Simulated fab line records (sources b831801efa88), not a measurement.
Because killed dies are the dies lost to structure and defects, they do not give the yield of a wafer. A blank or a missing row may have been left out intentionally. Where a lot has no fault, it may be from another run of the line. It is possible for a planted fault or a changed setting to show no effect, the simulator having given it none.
Struck lot and sound lot, side by side | flow sky130 | 16 steps out of a route of 708
Sound: wafers L576.1, L576.4, L576.6. Wafers L584.2, L584.4, L584.6 were the ones struck. At the end, the cause is stated.
Per side, at each step with rows, come the tool, then ch with its chambers, and then its first start. Under that, the readings that differ: sound wafers | struck wafers | difference of the means | sigmas: that difference in standard deviations of wafers without a fault.
alike: a reading whose means differ by less than 2 such deviations, as well as words and numbers matching on both sides. not compared: withheld readings; readings where some wafer has no value; bounds like >300 that might hide an equal value; numbers whose values overlap and for which the record gives no deviation.
A row with sigmas, a row that says differs or no value, or rows on one side alone: a step with any of these is where the two part. When numbers do not overlap yet have no deviation, they are printed without sigmas and do not part them. Lack of a reading on every wafer of one side parts them only where that side has two or more wafers.

SKY_NWELL_RS_MEAS_29: the measuring method here is four-point-probe.
  sound: film_metro-01 at day 6 02:24; struck: film_metro-01 at day 8 02:54
  alike: NWELL_RS
SKY_NWELL_RS_MEAS_31: the measuring method here is four-point-probe.
  sound: film_metro-01 at day 6 02:38; struck: film_metro-01 at day 8 03:08
  alike: PWDE_RS
then, 7 steps without rows for these wafers: SKY_VT_ADJUST_HVTP_DEHYDRATE_00 (time 60 s); SKY_VT_ADJUST_HVTP_HMDS_01 (prime time 60 s); SKY_VT_ADJUST_HVTP_COAT_02 (resist thk 1140 nm); SKY_VT_ADJUST_HVTP_SOFTBAKE_03 (time 60 s); SKY_VT_ADJUST_HVTP_EXPOSE_04 (exposes mask HVTPM, target cd 380 nm); SKY_VT_ADJUST_HVTP_PEB_05; SKY_VT_ADJUST_HVTP_DEVELOP_06 (develop time 60 s).
SKY_VT_ADJUST_HVTP_CD_MEAS_07 targets a cd of 380 nm.
  sound: cd_sem-02 at day 6 21:59; struck: cd_sem-01 at day 9 00:28
  alike: cd_nm
SKY_VT_ADJUST_HVTP_OVL_MEAS_08:
  sound: overlay-01 at day 6 22:07; struck: overlay-02 at day 9 00:34
  reading                 | sound        | struck         | difference | sigmas
  VT_ADJUST_HVTP_OVL (nm) | 0.1 -0.4 0.1 | -2.9 -3.3 -2.8 | -2.9       | -2
SKY_VT_ADJUST_HVTP_IMPLANT_09:
  sound on implanter-02 ch 0, day 6 22:09; struck on implanter-03 ch 0, day 9 00:37
  reading            | sound                         | struck                        | difference | sigmas
  dose_ions_cm2      | 4.306e+12 4.302e+12 4.301e+12 | 3.894e+12 3.893e+12 3.897e+12 | -4.083e+11 | -91
  faraday_current_uA | 25.1 24.3 24.2                | 22.2 21.4 21.9                | -2.7       | -6
SKY_VT_ADJUST_HVTP_STRIP_10: strips in O2/N2.
  sound on plasma_asher-02 ch 1, day 6 22:18; struck on plasma_asher-01 ch 0,1, day 9 00:45
  alike: drypump_motor_current_A, oes_product_au, strip_time_to_endpoint_s
  not compared: rf_hours_counter_h
SKY_VT_ADJUST_HVTP_TW_MEAS_11:
  sound: film_metro-03 at day 6 22:24; struck: film_metro-02 at day 9 00:52
  reading           | sound          | struck         | difference | sigmas
  VT_ADJUST_HVTP_TW | 1347 1345 1357 | 1287 1285 1291 | -62        | -8
then, 1 step without rows for these wafers: SKY_VT_ADJUST_LVTN_DEHYDRATE_00 (time 60 s).
-- a jump in the record: the struck wafers' starts before and after are 40 days apart (it breaks off in module VT_ADJUST_LVTN and resumes in module PAD_OPEN, where the first step shown is number 708 of the route) --
SKY_PAD_OPEN_PROBE_99:
  sound: prober-01 at day 46 23:13; struck: prober-01 at day 48 15:26
  reading                                  | sound           | struck                  | difference | sigmas
  killed_at_other                          | 2 1             | 0 0 0                   | -2         | -3
  model.etest.tip_p.rs_ohm_sq              | 6795 6816       | 6630 6713 6683          | -130       |
  model.etest.pfet_01v8_mvt.drive_ua_um    | 155.5 157.1     | 161.7 161.3 158.8       | +4.3       |
  model.etest.pfet_01v8_mvt.off_log10_a_um | -10.18 -10.37   | -9.449 -9.254 -9.32     | +0.934     |
  model.etest.pfet_01v8.off_log10_a_um     | -9.378 -9.13    | -8.904 -8.727 -8.921    | +0.403     |
  model.etest.pfet_01v8_hvt.off_log10_a_um | -12.91 -12.86   | -12.52 -12.48 -12.83    | +0.28      |
  model.etest.pfet_01v8_mvt.vt_sat_v (V)   | -0.5333 -0.5416 | -0.4491 -0.4564 -0.4581 | +0.0829    |
  model.etest.pfet_01v8.vt_sat_v (V)       | -0.5388 -0.5291 | -0.4697 -0.4679 -0.5042 | +0.0533    |
  alike: killed_at_M0_to_M3, killed_at_M4_up, killed_at_contacts, killed_at_front_end, killed_dies, killed_open, killed_short
  not compared: model.etest.pfet_01v8.drive_ua_um

== WHERE THEY PART ==
Earliest at SKY_VT_ADJUST_HVTP_OVL_MEAS_08; latest, in this record, at SKY_PAD_OPEN_PROBE_99.

WHY: what the simulator had put in
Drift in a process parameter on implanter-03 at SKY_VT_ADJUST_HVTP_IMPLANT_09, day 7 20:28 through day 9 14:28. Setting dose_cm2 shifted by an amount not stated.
